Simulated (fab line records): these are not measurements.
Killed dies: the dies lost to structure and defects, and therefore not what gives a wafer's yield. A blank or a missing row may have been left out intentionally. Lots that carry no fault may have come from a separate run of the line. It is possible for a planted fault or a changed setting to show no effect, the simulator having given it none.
fab line records + flow gf180mcu + part 2 of 2: steps 28 to 37 of 37
record:
- lots: 5
- wafers: 15
- lastDay: 34
route steps=602 shown STI@8 DNWELL@32 NWELL@42
lots untouched by any fault: they come from a run of this same line in which no faults occurred
startH: hours from the record's opening day to when the first of the lot's shown wafers began + waitH: hours since the lot's step before + " identical to the entry in the row above + L1.1+2: one row covering several wafers at once + - no value present, or no start provided + * or withheld: withheld + < > ~ a bound
route shown NAME@n: NAME is a module with steps in the file, n the number in the route of the first one + usual: mean and standard deviation over wafers with no fault + same: alike in all rows + chamber/n: place in a boat + sites: each site's reading + _std_site: how widely they spread, as a standard deviation + _edge_site: mean of outer sites minus mean of inner sites + radiusMm: for every site, how far away it sits from the centre of the wafer + mask NAME#n: copy n + behind: the most recent tool/chamber to have shaped the wafer + hold: what put the lot on hold/how long, in hours/how the hold closed + device: names the non-switching transistor (n, p or np) + end of line: tests run on the same wafers once the route is complete + a step without rows: its recipe alone + killed: dies that structure and defects cost at the first sort, which is not the same as the wafer's yield + map: dies across one wafer; x = killed, . = not, _ = none there
set.NAME: the setting the step ran with; set.NAME@STEP: the setting that earlier step ran with + model.NAME: the simulator's own value behind a step, which no gauge read
a table for each step, a row for each wafer; lots at some steps of the route
services: from which hour (startH, from the record's first day; less than 0 if before it) a tool's chamber was out of use, for how many hours, and why
== steps ==
step: GF_DNWELL_SOFTBAKE_03
recipe:
- tempC: 110
- timeS: withheld
usual:
- resistLineTempC: 23.03/0.099
| lot.wafer | tool          | chamber | startH | waitH | resistLineTempC |
|-----------|---------------|---------|--------|-------|-----------------|
| L077.2    | lithoTrack-02 | 0       | 51.97  | 0.1   | 22.86           |
| L077.3    | "             | 0       | "      | "     | 22.94           |
| L077.4    | "             | 0       | "      | "     | 22.87           |
| L079.2    | lithoTrack-01 | 0       | 61.96  | 0.1   | 23.14           |
| L079.3    | "             | 0       | "      | "     | 23.02           |
| L079.4    | "             | 0       | "      | "     | 23.28           |
| L084.1    | lithoTrack-02 | 0       | 89.18  | 0.1   | 22.96           |
| L084.2    | "             | 0       | "      | "     | 23.00           |
| L084.5    | "             | 0       | "      | "     | 23.09           |
| L091.1    | lithoTrack-01 | 0       | 128.98 | 0.1   | 22.96           |
| L091.2    | "             | 0       | "      | "     | 22.98           |
| L091.6    | "             | 0       | "      | "     | 22.92           |
| L096.2    | lithoTrack-02 | 0       | 153.67 | 0.1   | 23.05           |
| L096.4    | "             | 0       | "      | "     | 23.10           |
| L096.6    | "             | 0       | "      | "     | 23.24           |
step: GF_DNWELL_EXPOSE_04
recipe:
- maskId: DNWELL
- targetCdNm: 1700
- na: 0.6
- sourceShape: conventional
- sigmaOuter: 0.6
- doseMj: 260
| lot.wafer  | tool            | chamber | startH | waitH | mask     |
|------------|-----------------|---------|--------|-------|----------|
| L077.2+3+4 | ilineStepper-01 | 0       | -      | -     | DNWELL#0 |
| L079.2+3+4 | ilineStepper-02 | 0       | -      | -     | DNWELL#0 |
| L084.1+2+5 | ilineStepper-01 | 0       | -      | -     | DNWELL#0 |
| L091.1+2+6 | ilineStepper-01 | 0       | -      | -     | DNWELL#0 |
| L096.2+4+6 | ilineStepper-02 | 0       | -      | -     | DNWELL#0 |
step: GF_DNWELL_PEB_05
recipe:
- tempC: 115
- timeS: withheld
usual:
- resistLineTempC: 23.02/0.12
| lot.wafer | tool          | chamber | startH | waitH | resistLineTempC |
|-----------|---------------|---------|--------|-------|-----------------|
| L077.2    | lithoTrack-02 | 0       | -      | -     | 23.17           |
| L077.3    | "             | 0       | "      | "     | 23.04           |
| L077.4    | "             | 0       | "      | "     | 23.14           |
| L079.2    | lithoTrack-03 | 0       | -      | -     | 23.00           |
| L079.3    | "             | 0       | "      | "     | 22.83           |
| L079.4    | "             | 0       | "      | "     | 22.87           |
| L084.1    | lithoTrack-03 | 0       | -      | -     | 22.87           |
| L084.2    | "             | 0       | "      | "     | 22.95           |
| L084.5    | "             | 0       | "      | "     | 22.99           |
| L091.1    | lithoTrack-02 | 0       | -      | -     | 23.08           |
| L091.2    | "             | 0       | "      | "     | 22.91           |
| L091.6    | "             | 0       | "      | "     | 23.08           |
| L096.2    | lithoTrack-02 | 0       | -      | -     | 22.89           |
| L096.4    | "             | 0       | "      | "     | 23.04           |
| L096.6    | "             | 0       | "      | "     | 22.93           |
step: GF_DNWELL_DEVELOP_06
recipe:
- wallAngleDeg: 90
- developTimeS: 60
- devTempC: 23
usual:
- resistLineTempC: 22.97/0.11
| lot.wafer | tool          | chamber | startH | waitH | resistLineTempC |
|-----------|---------------|---------|--------|-------|-----------------|
| L077.2    | lithoTrack-02 | 0       | -      | -     | 23.00           |
| L077.3    | "             | 0       | "      | "     | 22.96           |
| L077.4    | "             | 0       | "      | "     | 22.91           |
| L079.2    | lithoTrack-03 | 0       | -      | -     | 23.15           |
| L079.3    | "             | 0       | "      | "     | 23.18           |
| L079.4    | "             | 0       | "      | "     | 23.11           |
| L084.1    | lithoTrack-03 | 0       | -      | -     | 23.07           |
| L084.2    | "             | 0       | "      | "     | 23.04           |
| L084.5    | "             | 0       | "      | "     | 22.84           |
| L091.1    | lithoTrack-02 | 0       | -      | -     | 23.08           |
| L091.2    | "             | 0       | "      | "     | 23.06           |
| L091.6    | "             | 0       | "      | "     | 23.02           |
| L096.2    | lithoTrack-02 | 0       | -      | -     | 22.85           |
| L096.4    | "             | 0       | "      | "     | 22.66           |
| L096.6    | "             | 0       | "      | "     | 22.86           |
step: GF_DNWELL_IMPLANT_07
recipe:
- species: P
- energyKev: 1500
- doseCm2: 1e+13
- tiltDeg: 0
usual:
- tiltDeg: 0.002/0.019
| lot.wafer | tool         | chamber | startH | waitH | tiltDeg |
|-----------|--------------|---------|--------|-------|---------|
| L077.2    | implanter-04 | 0       | 57.81  | -     | 0.004   |
| L077.3    | "            | 0       | "      | "     | 0.023   |
| L077.4    | "            | 0       | "      | "     | 0.023   |
| L079.2    | implanter-02 | 0       | 68.44  | -     | 0.008   |
| L079.3    | "            | 0       | "      | "     | 0.000   |
| L079.4    | "            | 0       | "      | "     | -0.011  |
| L084.1    | implanter-01 | 0       | 96.52  | -     | -0.013  |
| L084.2    | "            | 0       | "      | "     | -0.016  |
| L084.5    | "            | 0       | "      | "     | -0.042  |
| L091.1    | implanter-02 | 0       | 136.08 | -     | 0.008   |
| L091.2    | "            | 0       | "      | "     | 0.027   |
| L091.6    | "            | 0       | "      | "     | -0.012  |
| L096.2    | implanter-01 | 0       | 162.11 | -     | 0.003   |
| L096.4    | "            | 0       | "      | "     | -0.045  |
| L096.6    | "            | 0       | "      | "     | -0.011  |
step: GF_DNWELL_STRIP_08
recipe:
- chemistry: O2/N2
- powerW: 1400
- pressureMtorr: 1500
- platenTempC: 250
- o2FlowSccm: 3000
- n2FlowSccm: 300
- overashFraction: 0.5
usual:
- drypumpMotorCurrentA: 5.7/0.42
- heaterPowerW: 333/29
- oesProductAu: 0.723/0.0046
- stripTimeToEndpointS: 36.95/0.1
| lot.wafer | tool           | chamber | startH | waitH | drypumpMotorCurrentA | heaterPowerW | oesProductAu | rfHoursCounterH | stripTimeToEndpointS |
|-----------|----------------|---------|--------|-------|----------------------|--------------|--------------|-----------------|----------------------|
| L077.2    | plasmaAsher-04 | 0       | 57.93  | 0.1   | 5.6                  | 336          | 0.727        | 34              | 36.87                |
| L077.3    | "              | 1       | "      | "     | 6.4                  | 402          | 0.718        | -               | 36.78                |
| L077.4    | "              | 0       | "      | "     | 5.6                  | 347          | 0.725        | -               | 36.81                |
| L079.2    | plasmaAsher-03 | 1       | 68.57  | 0.1   | 5.4                  | 324          | 0.717        | 46              | 36.84                |
| L079.3    | "              | 1       | "      | "     | 5.4                  | 300          | 0.730        | -               | 36.89                |
| L079.4    | "              | 0       | "      | "     | 5.3                  | 362          | 0.722        | -               | 36.97                |
| L084.1    | plasmaAsher-03 | 0       | 96.67  | 0.1   | 5.3                  | 349          | 0.729        | 49              | 36.94                |
| L084.2    | "              | 1       | "      | "     | 5.4                  | 317          | 0.733        | 49              | 36.98                |
| L084.5    | "              | 1       | "      | "     | 5.4                  | 318          | 0.720        | -               | 36.89                |
| L091.1    | plasmaAsher-04 | 1       | 136.23 | 0.1   | 6.5                  | 383          | 0.727        | 2               | 36.99                |
| L091.2    | "              | 0       | "      | "     | 5.6                  | 322          | 0.723        | 2               | 36.98                |
| L091.6    | "              | 1       | "      | "     | 6.4                  | 381          | 0.727        | -               | 36.94                |
| L096.2    | plasmaAsher-03 | 0       | 162.23 | 0.1   | 5.3                  | 368          | 0.727        | 55              | 37.12                |
| L096.4    | "              | 1       | "      | "     | 5.4                  | 312          | 0.731        | -               | 37.11                |
| L096.6    | "              | 0       | "      | "     | 5.3                  | 352          | 0.722        | -               | 37.18                |
step: GF_DNWELL_TW_MEAS_09
usual:
- DNWELL_TW: 1344/18
| lot.wafer | tool         | chamber | startH | waitH | DNWELL_TW |
|-----------|--------------|---------|--------|-------|-----------|
| L077.2    | filmMetro-02 | -       | 58.04  | 0.1   | 1323      |
| L077.3    | "            | -       | "      | "     | 1317      |
| L077.4    | "            | -       | "      | "     | 1322      |
| L079.2    | filmMetro-01 | -       | 68.68  | 0.1   | 1353      |
| L079.3    | "            | -       | "      | "     | 1349      |
| L079.4    | "            | -       | "      | "     | 1351      |
| L084.1    | filmMetro-03 | -       | 96.77  | 0.1   | 1352      |
| L084.2    | "            | -       | "      | "     | 1348      |
| L084.5    | "            | -       | "      | "     | 1357      |
| L091.1    | filmMetro-01 | -       | 136.33 | 0.1   | 1363      |
| L091.2    | "            | -       | "      | "     | 1366      |
| L091.6    | "            | -       | "      | "     | 1365      |
| L096.2    | filmMetro-02 | -       | 162.34 | 0.1   | 1315      |
| L096.4    | "            | -       | "      | "     | 1323      |
| L096.6    | "            | -       | "      | "     | 1316      |
step: GF_NWELL_DEHYDRATE_00
recipe:
- tempC: 200
- timeS: 60
usual:
- resistLineTempC: 22.99/0.11
| lot.wafer | tool          | chamber | startH | waitH | resistLineTempC |
|-----------|---------------|---------|--------|-------|-----------------|
| L077.2    | lithoTrack-03 | 0       | 64.24  | 6.2   | 22.90           |
| L077.3    | "             | 0       | "      | "     | 23.02           |
| L077.4    | "             | 0       | "      | "     | 22.97           |
| L079.2    | lithoTrack-04 | 0       | 74.42  | 5.7   | 23.13           |
| L079.3    | "             | 0       | "      | "     | 22.80           |
| L079.4    | "             | 0       | "      | "     | 23.05           |
| L084.1    | lithoTrack-01 | 0       | 103.13 | 6.3   | 22.94           |
| L084.2    | "             | 0       | "      | "     | 22.85           |
| L084.5    | "             | 0       | "      | "     | 22.83           |
| L091.1    | lithoTrack-04 | 0       | 143.64 | 7.3   | 23.07           |
| L091.2    | "             | 0       | "      | "     | 23.10           |
| L091.6    | "             | 0       | "      | "     | 22.93           |
| L096.2    | lithoTrack-03 | 0       | 169.99 | 7.6   | 22.95           |
| L096.4    | "             | 0       | "      | "     | 23.00           |
| L096.6    | "             | 0       | "      | "     | 22.91           |
step: GF_NWELL_HMDS_01
recipe:
- primeTimeS: 60
- primeTempC: 120
usual:
- primeTempC: 119.97/0.14
- resistLineTempC: 22.98/0.1
| lot.wafer | tool          | chamber | startH | waitH | primeTempC | resistLineTempC |
|-----------|---------------|---------|--------|-------|------------|-----------------|
| L077.2    | lithoTrack-03 | 0       | 64.39  | 0.1   | 119.95     | 22.90           |
| L077.3    | "             | 0       | "      | "     | 119.81     | 22.88           |
| L077.4    | "             | 0       | "      | "     | 119.85     | 22.90           |
| L079.2    | lithoTrack-04 | 0       | 74.57  | 0.1   | 119.99     | 22.92           |
| L079.3    | "             | 0       | "      | "     | 119.98     | 23.05           |
| L079.4    | "             | 0       | "      | "     | 120.16     | 23.01           |
| L084.1    | lithoTrack-01 | 0       | 103.28 | 0.1   | 119.81     | 22.99           |
| L084.2    | "             | 0       | "      | "     | 119.94     | 22.85           |
| L084.5    | "             | 0       | "      | "     | 119.85     | 22.93           |
| L091.1    | lithoTrack-04 | 0       | 143.79 | 0.1   | 119.84     | 23.07           |
| L091.2    | "             | 0       | "      | "     | 119.74     | 22.99           |
| L091.6    | "             | 0       | "      | "     | 120.03     | 23.01           |
| L096.2    | lithoTrack-03 | 0       | 170.14 | 0.1   | 120.03     | 22.95           |
| L096.4    | "             | 0       | "      | "     | 120.08     | 22.85           |
| L096.6    | "             | 0       | "      | "     | 120.06     | 22.94           |
step: GF_NWELL_COAT_02
recipe:
- spinRpm: 2000
- resistThkNm: 3000
usual:
- resistLineTempC: 22.97/0.09
| lot.wafer | tool          | chamber | startH | waitH | resistLineTempC |
|-----------|---------------|---------|--------|-------|-----------------|
| L077.2    | lithoTrack-03 | 0       | 64.54  | 0.1   | 23.06           |
| L077.3    | "             | 0       | "      | "     | 22.93           |
| L077.4    | "             | 0       | "      | "     | 22.93           |
| L079.2    | lithoTrack-04 | 0       | 74.72  | 0.1   | 22.87           |
| L079.3    | "             | 0       | "      | "     | 22.91           |
| L079.4    | "             | 0       | "      | "     | 22.98           |
| L084.1    | lithoTrack-01 | 0       | 103.43 | 0.1   | 23.05           |
| L084.2    | "             | 0       | "      | "     | 23.02           |
| L084.5    | "             | 0       | "      | "     | 22.96           |
| L091.1    | lithoTrack-04 | 0       | 143.94 | 0.1   | 23.16           |
| L091.2    | "             | 0       | "      | "     | 22.91           |
| L091.6    | "             | 0       | "      | "     | 22.91           |
| L096.2    | lithoTrack-03 | 0       | 170.29 | 0.1   | 22.84           |
| L096.4    | "             | 0       | "      | "     | 22.92           |
| L096.6    | "             | 0       | "      | "     | 22.91           |
== services ==
| tool            | chamber | startH | hours | kind   |
|-----------------|---------|--------|-------|--------|
| rieDiel-04      | 3       | 12.16  | 9.5   | repair |
| hdpcvd-01       | -       | 31.09  | 14.6  | pm     |
| plasmaAsher-03  | -       | 46.38  | 1.8   | repair |
| krfScanner-01   | -       | 48.29  | 0.2   | repair |
| cmp-02          | -       | 64.00  | 4.0   | pm     |
| plasmaAsher-03  | -       | 71.71  | 2.8   | pm     |
| cmp-02          | -       | 75.67  | 1.6   | repair |
| cmp-02          | -       | 75.78  | 0.6   | repair |
| krfScanner-01   | -       | 85.57  | 1.3   | pm     |
| hdpcvd-01       | 2       | 94.98  | 11.8  | repair |
| furnace-01      | -       | 109.33 | 3.4   | pm     |
| krfScanner-01   | -       | 110.12 | 1.0   | pm     |
| cmp-02          | -       | 112.16 | 2.4   | repair |
| furnace-02      | -       | 113.58 | 3.7   | pm     |
| furnace-01      | -       | 119.95 | 7.7   | repair |
| krfScanner-01   | -       | 123.35 | 0.4   | repair |
| ilineStepper-01 | -       | 123.47 | 4.4   | pm     |
| plasmaAsher-03  | -       | 132.79 | 2.2   | repair |
| furnace-01      | -       | 134.60 | 3.0   | pm     |
| krfScanner-01   | -       | 143.88 | 0.6   | repair |
| plasmaAsher-03  | -       | 152.06 | 4.7   | repair |
| wetBench-03     | -       | 153.85 | 1.1   | repair |
| krfScanner-01   | -       | 161.85 | 0.8   | pm     |
| ilineStepper-01 | -       | 165.62 | 1.7   | pm     |
